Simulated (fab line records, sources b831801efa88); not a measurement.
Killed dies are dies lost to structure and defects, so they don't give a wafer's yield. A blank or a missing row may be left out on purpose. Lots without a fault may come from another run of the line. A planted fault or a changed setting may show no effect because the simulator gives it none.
fab line records | flow sky130
record lots=5 wafers=15 last_day=49
route steps=708 shown METAL1@441 PAD_OPEN@708
lots that met no fault: from a run of the same line without faults
start_h: hours from the record's first day to the start of the lot's first wafer shown | wait_h: hours since the lot's step before | " the same as in the row above | L1.1+2: a row that stands for several wafers | - no value, or no start given | * or withheld: withheld | < > ~ a bound
route shown NAME@n: a module of which the file shows steps, and the number in the route of the first | usual: mean/standard deviation of fault-free wafers | same: alike in all rows | chamber/n: place in a boat | sites: the reading at each site | _std_site: their standard deviation | _edge_site: outer sites' mean less inner sites' | radius_mm: how far each site lies from the wafer's centre | mask NAME#n: copy n | behind: the tool/chamber that last shaped the wafer | hold: why the lot was held/for how many hours/how that ended | device: the transistor (n, p or np) that didn't switch | end of line: the same wafers' tests at the end of the route | a step without rows: its recipe alone | killed: dies lost to structure and defects at the first sort, not the wafer's yield | map: a wafer's dies, x killed, . not, _ none there
set.NAME: the setting as run; set.NAME@STEP: as run at that earlier step | model.NAME: the simulator's own value behind a step, which no gauge read
lots at some steps of the route; a table a step, a row a wafer
services: from which hour (start_h, from the record's first day; less than 0 if before it) a tool's chamber was out of use, for how many hours, and why
## steps
# step SKY_METAL1_DEHYDRATE_07
# recipe temp_c=200 time_s=60
# step SKY_METAL1_HMDS_08
# recipe prime_time_s=60 prime_temp_c=120
# step SKY_METAL1_COAT_09
# recipe resist=BARC temp_c=withheld time_s=withheld spin_rpm=3000 resist_thk_nm=60
# step SKY_METAL1_COAT_10
# recipe resist=KrF-thick spin_rpm=3000 resist_thk_nm=450
# step SKY_METAL1_SOFTBAKE_11
# recipe temp_c=100 time_s=90 resist=KrF-thick
# step SKY_METAL1_EXPOSE_12
# recipe mask_id=MM1 na=0.8 source_shape=annular sigma_inner=0.55 sigma_outer=0.85 target_cd_nm=140 dose_mj=28
# step SKY_METAL1_PEB_13
# recipe peb_temp_c=withheld peb_time_s=withheld resist=KrF-thick
# step SKY_METAL1_DEVELOP_14
# recipe develop_time_s=60 resist=KrF-thick dev_temp_c=21
# step SKY_METAL1_CD_MEAS_15
# recipe target_cd_nm=140
# usual cd_nm=140.3/1.6
# columns lot.wafer tool chamber start_h wait_h cd_nm
L581.1 cd_sem-02 - 795.01 - 140.7
L581.3 " - " " 140.6
L581.6 " - " " 142.2
L582.2 cd_sem-01 - 819.73 - 140.9
L582.5 " - " " 143.2
L582.6 " - " " 141.6
L584.3 cd_sem-01 - 824.90 - 141.7
L584.5 " - " " 140.9
L584.6 " - " " 141.4
L595.1 cd_sem-01 - 905.01 - 141.1
L595.3 " - " " 142.2
L595.6 " - " " 140.8
L596.1 cd_sem-02 - 909.81 - 142.9
L596.3 " - " " 142.6
L596.5 " - " " 143.4
# step SKY_METAL1_OVL_MEAS_16
# usual METAL1_OVL=1/6
# columns lot.wafer tool chamber start_h wait_h METAL1_OVL[nm]
L581.1 overlay-01 - 795.13 0.1 2
L581.3 " - " " -8
L581.6 " - " " -9
L582.2 overlay-01 - 819.84 0.1 2
L582.5 " - " " -6
L582.6 " - " " -5
L584.3 overlay-01 - 824.99 0.1 -6
L584.5 " - " " 7
L584.6 " - " " 10
L595.1 overlay-01 - 905.13 0.1 6
L595.3 " - " " 3
L595.6 " - " " 12
L596.1 overlay-01 - 909.93 0.1 11
L596.3 " - " " 3
L596.5 " - " " 10
# step SKY_METAL1_DESCUM_17
# recipe chemistry=O2 source_power_w=150 bias_power_w=0 pressure_mtorr=10 temp_c=40 time_s=8
# usual drypump_motor_current_A=5.42/0.29 he_backside_leak_sccm=3.25/0.15 oes_product_au=1.005/0.011
# columns lot.wafer tool chamber start_h wait_h drypump_motor_current_A he_backside_leak_sccm oes_product_au rf_hours_counter_h
L581.1 rie_metal-01 0 795.17 0.0 5.13 3.39 1.009 14
L581.3 " 0 " " 5.12 3.34 1.002 -
L581.6 " 1 " " 5.25 3.18 1.017 -
L582.2 rie_metal-01 1 819.87 0.0 5.26 3.21 1.014 5
L582.5 " 1 " " 5.26 3.26 1.012 -
L582.6 " 0 " " 5.13 3.35 0.996 -
L584.3 rie_metal-04 1 825.03 0.0 5.47 3.51 0.996 -
L584.5 " 0 " " 6.21 3.15 0.995 -
L584.6 " 1 " " 5.46 3.52 0.990 -
L595.1 rie_metal-01 0 905.17 0.0 5.12 3.25 1.003 0
L595.3 " 0 " " 5.11 3.28 1.007 -
L595.6 " 1 " " 5.26 3.40 1.032 -
L596.1 rie_metal-02 1 909.97 0.0 5.44 3.34 1.002 7
L596.3 " 0 " " 5.65 3.20 0.997 -
L596.5 " 0 " " 5.69 3.15 1.003 -
# step SKY_METAL1_ETCH_18
# recipe chemistry=N2/H2 target=BARC ion_energy_ev=200 bias_w=100 pressure_mtorr=30 n2_flow_sccm=100 h2_flow_sccm=200 icp_w=500 stop_on=SiO2 time_s=45.9 target_depth_a=600
# usual drypump_motor_current_A=5.43/0.3 he_backside_leak_sccm=3.25/0.16 n2_flow_sccm=100.0/0.32 oes_product_au=0.855/0.0045 throttle_valve_pct=13.224/0.0095
# columns lot.wafer tool chamber start_h wait_h drypump_motor_current_A he_backside_leak_sccm n2_flow_sccm oes_product_au rf_hours_counter_h throttle_valve_pct
L581.1 rie_metal-01 0 795.20 0.0 5.12 3.34 99.6 0.855 14 13.246
L581.3 " 0 " " 5.12 3.33 100.5 0.860 - 13.218
L581.6 " 1 " " 5.25 3.22 100.0 0.849 - 13.227
L582.2 rie_metal-01 1 819.90 0.0 5.25 3.23 100.3 0.853 5 13.226
L582.5 " 1 " " 5.26 3.52 99.7 0.865 - 13.213
L582.6 " 0 " " 5.13 3.26 100.0 0.859 - 13.213
L584.3 rie_metal-04 1 825.07 0.0 5.48 3.46 99.9 0.854 - 13.209
L584.5 " 0 " " 6.18 3.19 100.0 0.866 - 13.223
L584.6 " 1 " " 5.49 3.53 100.6 0.852 - 13.246
L595.1 rie_metal-01 0 905.20 0.0 5.12 3.25 99.6 0.856 0 13.221
L595.3 " 0 " " 5.12 3.26 100.5 0.853 - 13.217
L595.6 " 1 " " 5.25 3.33 100.3 0.857 - 13.214
L596.1 rie_metal-02 1 910.00 0.0 5.47 3.05 99.8 0.853 7 13.242
L596.3 " 0 " " 5.70 3.16 99.8 0.859 - 13.222
L596.5 " 0 " " 5.72 3.15 99.5 0.858 - 13.207
# step SKY_METAL1_METAL_ETCH_19
# recipe target_depth_a=3600 stop_on=SiO2 over_etch_frac=0.3 time_s=76.42 chemistry=Cl2/BCl3 resist_sidewall_deg=88 pressure_mtorr=10 icp_w=900 bias_w=48.5 Cl2_flow_sccm=60 bcl3_flow_sccm=30
# usual drypump_motor_current_A=5.42/0.29 he_backside_leak_sccm=3.3/0.39 oes_product_au=0.865/0.0056 over_etch_frac=0.3/0 throttle_valve_pct=22.264/0.0093
# columns lot.wafer tool chamber start_h wait_h drypump_motor_current_A he_backside_leak_sccm oes_product_au over_etch_frac rf_hours_counter_h throttle_valve_pct
L581.1 rie_metal-01 0 795.26 0.0 5.11 3.4 0.872 0.3 14 22.256
L581.3 " 0 " " 5.11 3.4 0.856 0.3 - 22.256
L581.6 " 1 " " 5.26 3.2 0.855 0.3 - 22.252
L582.2 rie_metal-01 1 819.96 0.0 5.25 3.1 0.854 0.3 6 22.273
L582.5 " 1 " " 5.25 3.3 0.864 0.3 - 22.260
L582.6 " 0 " " 5.12 3.4 0.865 0.3 - 22.271
L584.3 rie_metal-04 1 825.14 0.1 5.49 3.4 0.864 0.3 - 22.246
L584.5 " 0 " " 6.17 3.1 0.877 0.3 - 22.275
L584.6 " 1 " " 5.47 3.5 0.863 0.3 - 22.265
L595.1 rie_metal-01 0 905.26 0.0 5.12 3.3 0.863 0.3 0 22.260
L595.3 " 0 " " 5.12 3.2 0.858 0.3 - 22.263
L595.6 " 1 " " 5.25 3.5 0.872 0.26945 - 22.277
L596.1 rie_metal-02 1 910.06 0.0 5.43 3.2 0.866 0.3 7 22.275
L596.3 " 0 " " 5.66 3.2 0.860 0.3 - 22.264
L596.5 " 0 " " 5.67 3.3 0.858 0.3 - 22.281
# step SKY_METAL1_STRIP_20
# recipe chemistry=O2/N2 power_w=1400 pressure_mtorr=1500 platen_temp_c=withheld o2_flow_sccm=3000 n2_flow_sccm=300 overash_fraction=0.5
# usual drypump_motor_current_A=5.9/0.54 n2_flow_sccm=300.0/0.92 oes_product_au=0.345/0.0052 strip_time_to_endpoint_s=2.74/0.045
# columns lot.wafer tool chamber start_h wait_h drypump_motor_current_A n2_flow_sccm oes_product_au rf_hours_counter_h strip_time_to_endpoint_s
L581.1 plasma_asher-02 0 795.35 0.1 5.8 300.7 0.356 5 2.79
L581.3 " 0 " " 5.8 298.7 0.349 - 2.77
L581.6 " 0 " " 5.8 299.1 0.339 - 2.67
L582.2 plasma_asher-03 0 820.05 0.1 6.0 300.0 0.337 104 2.72
L582.5 " 0 " " 6.0 299.7 0.348 - 2.76
L582.6 " 1 " " 6.1 298.7 0.345 - 2.78
L584.3 plasma_asher-04 1 825.23 0.1 4.9 300.2 0.356 - 2.75
L584.5 " 0 " " 6.4 299.3 0.351 - 2.79
L584.6 " 1 " " 5.0 300.5 0.355 - 2.77
L595.1 plasma_asher-02 0 905.35 0.1 5.8 298.9 0.342 17 2.76
L595.3 " 0 " " 5.8 300.1 0.347 - 2.73
L595.6 " 0 " " 5.8 300.2 0.340 - 2.73
L596.1 plasma_asher-02 1 910.15 0.1 6.5 299.7 0.351 17 2.77
L596.3 " 1 " " 6.4 298.9 0.353 - 2.73
L596.5 " 1 " " 6.4 300.6 0.348 - 2.74
# step SKY_PAD_OPEN_PROBE_99
# usual defect_limited_yield=82.6/2.1 killed_at_M0_to_M3=42/7.6 killed_at_M4_up=3.4/2 killed_at_contacts=24/5.9 killed_at_front_end=16/4.5 killed_at_other=0.4/0.58 killed_dies=86/10 killed_open=47/7.6 killed_short=39/6.7 sort_bin_3_pad_short=0.9/0.42 sort_bin_5_function=10.3/1.7 sort_bin_6_memory=6.2/1.2 sort_n_pass=406/10 sort_yield_pct=82.6/2.1
# same gross_dies=492 killed_at_back_side=0 sort_bin_4_leakage[%]=0 sort_bin_8_speed[%]=0
# columns lot.wafer tool chamber start_h wait_h defect_limited_yield[%] killed_at_M0_to_M3 killed_at_M4_up killed_at_contacts killed_at_front_end killed_at_other killed_dies killed_open killed_short sort_bin_3_pad_short[%] sort_bin_5_function[%] sort_bin_6_memory[%] sort_n_pass sort_yield_pct[%]
L581.1 prober-02 - 1102.68 0.1 84.6 41 2 16 17 0 76 46 29 0.4 9.1 5.9 416 84.6
L581.3 prober-02 - 1102.78 0.2 79.3 57 4 30 11 0 102 47 55 2.0 12.4 6.3 390 79.3
L581.6 prober-02 - 1102.93 0.2 85.4 33 0 23 16 0 72 43 29 0.4 7.5 6.7 420 85.4
L584.3 prober-02 - 1124.28 0.2 84.8 32 6 26 10 1 75 44 31 0.8 9.8 4.7 417 84.8
L584.5 prober-02 - 1124.38 0.2 83.5 43 4 18 16 0 81 40 41 2.0 9.8 4.7 411 83.5
L584.6 prober-02 - 1124.43 0.2 85.4 28 4 26 14 0 72 30 42 0.8 7.5 6.3 420 85.4
L595.1 prober-02 - 1179.83 0.1 80.9 42 6 31 15 0 94 55 39 0.4 11.8 6.9 398 80.9
L595.3 prober-02 - 1179.93 0.2 81.7 48 1 18 23 0 90 52 38 0.8 9.6 7.9 402 81.7
L595.6 prober-02 - 1180.08 0.2 83.5 39 2 27 13 0 81 37 44 1.6 8.7 6.1 411 83.5
L596.1 prober-02 - 1183.08 0.1 86.2 35 0 18 15 0 68 34 34 0.8 9.1 3.9 424 86.2
L596.3 prober-02 - 1183.18 0.2 84.6 37 0 14 25 0 76 40 36 0.4 8.7 6.3 416 84.6
L596.5 prober-02 - 1183.28 0.2 86.2 28 2 16 22 0 68 38 30 1.2 8.3 4.3 424 86.2
# killed by level:class
L581.1 VIA1:geometric_particle:open=10 VIA2:geometric_particle:open=7 VIA3:geometric_particle:open=6 CONTACT:geometric_particle:open=5 METAL2:geometric_particle:short=5 LI_CONTACT:geometric_particle:open=4 METAL1:geometric_particle:short=4 FIELD_ISO:geometric_particle:short=3
L581.3 VIA1:geometric_particle:open=17 VIA1:geometric_particle:short=10 LI_CONTACT:geometric_particle:short=7 LOCAL_INTERCONNECT:geometric_particle:short=7 CONTACT:geometric_particle:short=6 VIA2:geometric_particle:open=6 VIA3:geometric_particle:open=5 FIELD_ISO:geometric_particle:short=4
L581.6 CONTACT:geometric_particle:open=10 VIA1:geometric_particle:open=10 FIELD_ISO:geometric_particle:open=6 LI_CONTACT:geometric_particle:open=6 FIELD_ISO:geometric_particle:short=5 METAL2:geometric_particle:short=5 VIA3:geometric_particle:open=5 LOCAL_INTERCONNECT:geometric_particle:short=4
L584.3 CONTACT:geometric_particle:open=10 VIA1:geometric_particle:open=10 VIA3:geometric_particle:open=8 LI_CONTACT:geometric_particle:open=7 METAL4:geometric_particle:short=6 CONTACT:geometric_particle:short=5 METAL2:geometric_particle:short=4 LOCAL_INTERCONNECT:geometric_particle:short=3
L584.5 VIA1:geometric_particle:open=12 LI_CONTACT:geometric_particle:open=8 FIELD_ISO:geometric_particle:short=6 VIA1:geometric_particle:short=6 VIA2:geometric_particle:open=5 CONTACT:geometric_particle:open=4 METAL1:geometric_particle:short=4 VIA3:geometric_particle:short=4
L584.6 CONTACT:geometric_particle:open=10 METAL2:geometric_particle:short=7 FIELD_ISO:geometric_particle:short=5 LI_CONTACT:geometric_particle:open=4 LOCAL_INTERCONNECT:geometric_particle:short=4 METAL1:geometric_particle:short=4 VIA3:geometric_particle:short=4 SPACER:geometric_particle:short=3
L595.1 CONTACT:geometric_particle:open=10 VIA1:geometric_particle:open=9 VIA2:geometric_particle:open=9 POLY_GATE:geometric_particle:open=7 LI_CONTACT:geometric_particle:open=7 VIA3:geometric_particle:open=7 METAL4:geometric_particle:short=6 LOCAL_INTERCONNECT:geometric_particle:short=6
L595.3 VIA1:geometric_particle:open=10 FIELD_ISO:geometric_particle:short=9 VIA3:geometric_particle:open=9 FIELD_ISO:geometric_particle:open=7 CONTACT:geometric_particle:open=7 LI_CONTACT:geometric_particle:open=6 METAL2:geometric_particle:short=6 VIA2:geometric_particle:open=5
L595.6 CONTACT:geometric_particle:open=9 METAL2:geometric_particle:short=8 CONTACT:geometric_particle:short=7 VIA1:geometric_particle:open=7 VIA2:geometric_particle:open=7 LI_CONTACT:geometric_particle:open=6 METAL1:geometric_particle:short=5 FIELD_ISO:geometric_particle:open=4
L596.1 VIA1:geometric_particle:open=10 POLY_GATE:geometric_particle:short=5 LOCAL_INTERCONNECT:geometric_particle:short=5 METAL1:geometric_particle:short=5 FIELD_ISO:geometric_particle:open=4 LI_CONTACT:geometric_particle:open=4 VIA3:geometric_particle:open=4 VIA1:geometric_particle:short=4
L596.3 VIA1:geometric_particle:open=8 POLY_GATE:geometric_particle:short=6 FIELD_ISO:geometric_particle:short=5 FIELD_ISO:geometric_particle:open=5 POLY_GATE:geometric_particle:open=5 METAL2:geometric_particle:open=5 VIA3:geometric_particle:short=4 CONTACT:geometric_particle:open=4
L596.5 VIA2:geometric_particle:open=7 POLY_GATE:geometric_particle:open=6 LI_CONTACT:geometric_particle:open=6 CONTACT:geometric_particle:open=5 SPACER:geometric_particle:short=4 VIA1:geometric_particle:open=4 VIA3:geometric_particle:short=4 FIELD_ISO:geometric_particle:open=3
## services
# columns tool chamber start_h hours kind
rie_metal-02 - 779.99 0.4 repair
rie_metal-04 1 780.60 1.7 repair
plasma_asher-04 - 795.43 0.9 repair
plasma_asher-04 - 798.10 9.4 repair
rie_metal-02 - 800.46 2.8 pm
plasma_asher-04 - 807.52 9.4 repair
plasma_asher-02 - 810.31 1.3 repair
rie_metal-04 0 839.96 4.4 repair
rie_metal-01 0 880.59 - clean
rie_metal-01 0 880.59 16.2 scheduled_down
rie_metal-01 0 880.59 16.2 vent_cycle
plasma_asher-04 - 884.23 14.6 pm
plasma_asher-03 - 908.67 0.4 repair
## key
first_sign step=SKY_METAL1_METAL_ETCH_19 reading=over_etch_frac direction=down sigmas=99+ usual=0.3 struck=0.26945
effect none on later readings
met_at SKY_METAL1_METAL_ETCH_19
struck_wafers L595.6
onset_between 819.96 905.26
fault kind=process_parameter_drift tool=rie_metal-01 chamber=1 onset_h=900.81 steps=SKY_METAL1_METAL_ETCH_19 channel=over_etch_frac offset=-0.030552 shape=step end_h=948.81 acts_in=these_recipes_only stated=0.3
